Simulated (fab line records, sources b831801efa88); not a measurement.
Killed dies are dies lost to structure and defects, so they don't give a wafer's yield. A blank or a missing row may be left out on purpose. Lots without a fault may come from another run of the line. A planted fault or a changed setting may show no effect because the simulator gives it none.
Problem report in the 8D (eight disciplines) form, filled by code | flow sky130 | the parts of the form that need people (team, actions taken, sign-off) are left out

1. THE PROBLEM
oes_product_au at SKY_METAL3_ETCH_17 reads a mean of 0.378 a.u. on 6 wafers of 2 lots; wafers without a fault read 0.750 a.u. with a standard deviation of 0.0072. That is -52 standard deviations from the usual mean.
The step: etches SiO2 in C4F8/O2/Ar, stops on TiN, time 3.9 s, target depth 15 nm.
First seen on wafer L282.2, day 43 01:26, on rie_diel-03. The record holds 42 wafers of 14 lots with a number at this step. Rule for "out", or "out of limits": more than 4 standard deviations from the usual mean. The other wafers with a number count as sound.

2. WHAT IT IS AND WHAT IT IS NOT
question                    | is                       | is not
which readings at this step | oes_product_au           | bias_w, chamber_pressure_mTorr, rf_fwd_power_W
which lots                  | L281, L282               | L276, L278, L279, L288, L289, L290, L291, L292, L294, L295, L296, L297
which wafers of those lots  | all that have a number   | -
read on which tools         | rie_diel-03, rie_diel-04 | rie_diel-02
when                        | from day 43 01:26        | up to then (9 sound wafers); but 27 sound wafers of L288, L289, L290, L291, L292, L294, L295, L296, L297 came after

3. SUSPECTS, AND WHAT RULES EACH OUT
Counting: a tool at a process step up to the reading stays a suspect if it ran every lot that is out and no sound lot after the first of them.
- rie_metal-01 at SKY_METAL3_ETCH_16 (etches BARC in N2/H2, stops on SiO2, time 88.2 s, target depth 60 nm): ruled out as a lasting fault. Sound lots L290, L289, L292, L294, L295, L297 ran on it after its first lot that is out, L282 (day 43 01:20).
Left after counting: nothing in the record.

4. THE CAUSE (what the simulator had put in)
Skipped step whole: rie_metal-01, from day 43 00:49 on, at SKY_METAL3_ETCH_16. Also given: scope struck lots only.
Counting ruled it out, wrongly: the rule takes a fault to strike every lot that its tool runs from its start on, and this one did not.

5. THE CHAIN OF EFFECTS, in route order
Each row: a reading whose mean over the struck wafers that have a number lies more than 3 standard deviations from the usual. Only readings for which the record gives a usual standard deviation are gone through. hours: the time from each lot's start at the first step in this table that gives one to its start at this step, as a median over the lots. sigmas: the change in usual standard deviations.
hours | step                | reading                  | usual      | on struck wafers | change | sigmas
0     | SKY_METAL3_ETCH_17  | oes_product_au           | 0.750 a.u. | 0.378            | -0.372 | -52
0     | SKY_METAL3_STRIP_19 | oes_product_au           | 0.501 a.u. | 0.522            | +0.021 | +3.4
0     | SKY_METAL3_STRIP_19 | strip_time_to_endpoint_s | 6.51 s     | 7.02             | +0.51  | +5.4
The process steps in it:
- SKY_METAL3_ETCH_17: etches SiO2 in C4F8/O2/Ar, stops on TiN, time 3.9 s, target depth 15 nm.
- SKY_METAL3_STRIP_19: strips in O2/N2.
Readings that are blank on the struck wafers while sound wafers have them: bias_w at SKY_METAL3_ETCH_16; chamber_pressure_mTorr at SKY_METAL3_ETCH_16; drypump_motor_current_A at SKY_METAL3_ETCH_16; h2_flow_sccm at SKY_METAL3_ETCH_16; oes_product_au at SKY_METAL3_ETCH_16; rf_fwd_power_W at SKY_METAL3_ETCH_16; throttle_valve_pct at SKY_METAL3_ETCH_16.

6. WHAT WOULD HAVE CAUGHT IT SOONER
In this record the first reading out of limits was taken at day 43 01:26, 1 hour after the fault began at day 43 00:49.
At SKY_METAL3_ETCH_16 the tool's readings are blank on the struck wafers, where sound wafers have them: an empty tool record is the first sign, and it was there at once.
